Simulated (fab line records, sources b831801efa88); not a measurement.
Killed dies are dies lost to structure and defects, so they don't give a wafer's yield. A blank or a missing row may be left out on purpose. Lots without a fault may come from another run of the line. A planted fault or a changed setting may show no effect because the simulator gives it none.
Problem report in the 8D (eight disciplines) form, filled by code | flow gf180mcu | the parts of the form that need people (team, actions taken, sign-off) are left out

1. THE PROBLEM
SAB_CVD_00_THK at GF_SAB_THK_MEAS_01 reads a mean of 26.5 nm on 1 wafer of 1 lot; wafers without a fault read 49.9 nm with a standard deviation of 0.72. That is -32 standard deviations from the usual mean.
First seen on wafer L680.2, day 21 12:46, on film_metro-04. The record holds 39 wafers of 13 lots with a number at this step. Rule for "out", or "out of limits": more than 4 standard deviations from the usual mean. The other wafers with a number count as sound.

2. WHAT IT IS AND WHAT IT IS NOT
question                    | is                | is not
which readings at this step | SAB_CVD_00_THK    | -
which lots                  | L680              | L660, L661, L663, L664, L666, L667, L669, L670, L672, L674, L682, L683
which wafers of those lots  | L680.2            | L680.4, L680.6
read on which gauges        | film_metro-04     | film_metro-02, film_metro-03
when                        | from day 21 12:46 | up to then (32 sound wafers); but 6 sound wafers of L682, L683 came after

3. SUSPECTS, AND WHAT RULES EACH OUT
Counting: a tool at a process step up to the reading stays a suspect if it ran every lot that is out. Sound lots after the first of them don't rule it out here, since some wafers of a struck lot are sound.
- the gauge at GF_SAB_THK_MEAS_01: kept. All the wafers that are out were read on film_metro-04, and no step on other tools shows them out.
- rie_diel-04 at GF_HV_LDD_ETCHBACK_58 (etches Si3N4 in CH3F/O2, stops on SiO2, time 100 s, target depth 90 nm): kept. It ran the lot that is out, L680 (day 19 10:26); its last sound lot up to then is L674 (day 17 10:25).
- pecvd-04 at GF_SAB_CVD_00 (deposits SiO2 from TEOS, target thk 50 nm, time 4.9302 s): kept. It ran the lot that is out, L680 (day 21 12:44); its last sound lot up to then is L674 (day 19 11:29).
- Within pecvd-04 at GF_SAB_CVD_00: the wafers that are out ran in chamber 0; their sound lot-mates ran in chambers 1, 2.
Left after counting: rie_diel-04 at GF_HV_LDD_ETCHBACK_58, pecvd-04 at GF_SAB_CVD_00, film_metro-04 at GF_SAB_THK_MEAS_01.

4. THE CAUSE (what the simulator had put in)
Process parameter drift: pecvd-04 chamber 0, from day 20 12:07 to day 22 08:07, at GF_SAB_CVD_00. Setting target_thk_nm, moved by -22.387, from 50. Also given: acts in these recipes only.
Counting left 3 suspects, and this tool is among them.

5. THE CHAIN OF EFFECTS, in route order
Each row: a reading whose mean over the struck wafers that have a number lies more than 3 standard deviations from the usual. Only readings for which the record gives a usual standard deviation are gone through. hours: the time from each lot's start at the first step in this table that gives one to its start at this step, as a median over the lots. sigmas: the change in usual standard deviations.
hours | step               | reading        | usual   | on struck wafers | change | sigmas
0     | GF_SAB_THK_MEAS_01 | SAB_CVD_00_THK | 49.9 nm | 26.5             | -23.4  | -32

6. WHAT WOULD HAVE CAUGHT IT SOONER
In this record the first reading out of limits at a measuring or inspecting step was taken at day 21 12:46, 25 hours after the fault began at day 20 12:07.
Of the tool readings at GF_SAB_CVD_00 for which the record gives a usual standard deviation, none was out on any struck wafer, so an alarm limit of 4 standard deviations on them would not have fired.
All the lots that are out (1) had begun GF_SAB_CVD_00 on pecvd-04 by day 21 12:46. A hold on the tool at that time would have spared none of them.
